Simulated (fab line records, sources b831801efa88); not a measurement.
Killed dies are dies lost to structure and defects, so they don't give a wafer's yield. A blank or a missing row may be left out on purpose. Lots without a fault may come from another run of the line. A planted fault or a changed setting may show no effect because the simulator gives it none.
One fault seen from 2 desks | flow sky130 | each desk has only its own numbers; what lay behind them comes last

THE METROLOGY DESK
What the gauges read, lot by lot, whatever tool the lot ran on: means of the sampled wafers that have a number. A lot is out of limits, marked OUT, if its mean lies more than 4 standard deviations from the usual mean; the brackets give that distance.
Columns: A = cd_nm at SKY_VT_ADJUST_HVTP_CD_MEAS_07, usual 380.7 nm; B = POLY_GATE_CVD_03_THK at SKY_POLY_GATE_THK_MEAS_04, usual 75.1 nm; C = LDD_P_TW at SKY_LDD_P_TW_MEAS_11, usual 637
lot  | first seen here | A     | B    | C
L584 | day 6 17:37     | 378.7 | 74.0 | 632
L585 | day 6 19:22     | 379.6 | 74.9 | 639
L586 | day 7 11:41     | 382.3 | 75.8 | 638
L587 | day 7 12:37     | 385.1 | 75.0 | 640
L588 | day 7 13:48     | 383.4 | 74.9 | 634
L598 | day 9 19:46     | 380.8 | 75.1 | 576 (-11) OUT
L600 | day 10 10:34    | 381.2 | 76.0 | 580 (-10) OUT
L601 | day 10 12:37    | 378.1 | 75.4 | 625
L602 | day 10 19:27    | 378.6 | 76.1 | 637
L603 | day 11 03:08    | 381.4 | 74.7 | 626
L605 | day 12 01:35    | 378.3 | 76.0 | 628
L606 | day 12 03:41    | 382.5 | 74.6 | 636
This desk's finding: out of limits on L598, L600; first on L598, day 24 06:36 (LDD_P_TW at SKY_LDD_P_TW_MEAS_11). In limits: L584, L585, L586, L587, L588, L601, L602, L603, L605, L606.

THE TOOL OWNER'S DESK: implanter-04
The tool's own readings at SKY_LDD_P_IMPLANT_09: means of the sampled wafers that have a number, for each lot that ran on this tool. A lot is out of limits, marked OUT, if its mean lies more than 4 standard deviations from the usual mean; the brackets give that distance.
Columns: A = dose_ions_cm2 at SKY_LDD_P_IMPLANT_09, usual 1.0002e+13; B = end_station_pressure_torr at SKY_LDD_P_IMPLANT_09, usual 5.02e-06 Torr; C = faraday_current_uA at SKY_LDD_P_IMPLANT_09, usual 56.4
lot  | first seen here | A                            | B        | C
L587 | day 21 03:11    | 9.9973e+12                   | 4.88e-06 | 57.1
L588 | day 21 11:31    | 1.0006e+13                   | 5.01e-06 | 56.8
L598 | day 24 06:23    | 7.2880e+12 (-99 or more) OUT | 4.99e-06 | 41.9 (-14) OUT
L600 | day 24 23:50    | 7.3097e+12 (-99 or more) OUT | 4.96e-06 | 40.3 (-16) OUT
This desk's finding: out of limits on L598, L600; first on L598, day 24 06:23 (dose_ions_cm2 at SKY_LDD_P_IMPLANT_09). In limits: L587, L588.

PUT TOGETHER
The tool owner's desk could have raised an alarm at day 24 06:23, on L598, L600.
The metrology desk could have raised an alarm at day 24 06:36, on L598, L600.
Of the lots named, all ran SKY_LDD_P_IMPLANT_09 on implanter-04.

WHAT THE SIMULATOR HAD PUT IN
Process parameter drift: implanter-04, from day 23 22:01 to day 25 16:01, at SKY_LDD_P_IMPLANT_09. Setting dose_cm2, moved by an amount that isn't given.
Lots struck among those shown: L598, L600.
Hours from the fault's start to each desk's first reading out of limits: the tool owner's desk, 8; the metrology desk, 9.
